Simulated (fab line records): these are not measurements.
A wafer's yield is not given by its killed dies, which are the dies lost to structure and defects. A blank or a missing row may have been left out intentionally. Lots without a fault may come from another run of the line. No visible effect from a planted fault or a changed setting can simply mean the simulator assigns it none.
Matching of chambers | flow sfq line | cmp-01 running SFQ_TRILAYER_I1_CMP_CMP_046: 4 sister chambers
The step polishes SiO2. 8 wafers are shown with their chamber, then 10 later ones without.

WAFERS, EACH WITH ITS CHAMBER
wafer  | chamber | motor current A (A) | time to endpoint s (s)
L397.2 | 1       | 10.7                | 219
L401.4 | 3       | 8.7                 | 225
L407.3 | 3       | 8.8                 | 219
L407.4 | 1       | 11.2                | 231
L410.2 | 2       | 11.1                | 226
L410.5 | 0       | 10.9                | 235
L411.3 | 0       | 11.3                | 211
L411.4 | 2       | 11.8                | 216

WAFERS WHOSE CHAMBER IS MISSING
wafer  | motor current A (A) | time to endpoint s (s)
L411.5 | 8.8                 | 229
L413.2 | 11.0                | 216
L413.3 | 9.0                 | 216
L413.4 | 11.2                | 229
L415.2 | 8.6                 | 219
L415.4 | 10.9                | 218
L415.5 | 11.2                | 216
L417.3 | 10.9                | 209
L417.1 | 8.7                 | 215
L417.6 | 10.9                | 223

THE CHAMBER EACH PASSED THROUGH
wafer  | from the rows above          | in truth
L411.5 | 3                            | 3
L413.2 | can't be placed: 0 or 1 or 2 | 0
L413.3 | 3                            | 3
L413.4 | can't be placed: 0 or 1 or 2 | 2
L415.2 | 3                            | 3
L415.4 | can't be placed: 1 or 0 or 2 | 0
L415.5 | can't be placed: 0 or 2 or 1 | 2
L417.3 | can't be placed: 0 or 1 or 2 | 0
L417.1 | 3                            | 3
L417.6 | can't be placed: 1 or 0 or 2 | 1
Correctly placed: 4 of 10. From these rows, 6 cannot be placed; in 6 the true chamber is one of the candidates. 0 placed wrongly.
How it was worked out, from the rows above alone: a wafer's distance from a chamber is the root of the sum, over the readings, of the square of ((its reading less the chamber's mean) divided by the reading's scatter). The wafer belongs to the nearest chamber; if the next one is less than 2 further off, it can't be placed. A chamber's mean is the mean of its shown wafers. The scatter: take each reading less its chamber's mean, square it, sum over the shown wafers, divide by the number of wafers less the number of chambers, and take the root.
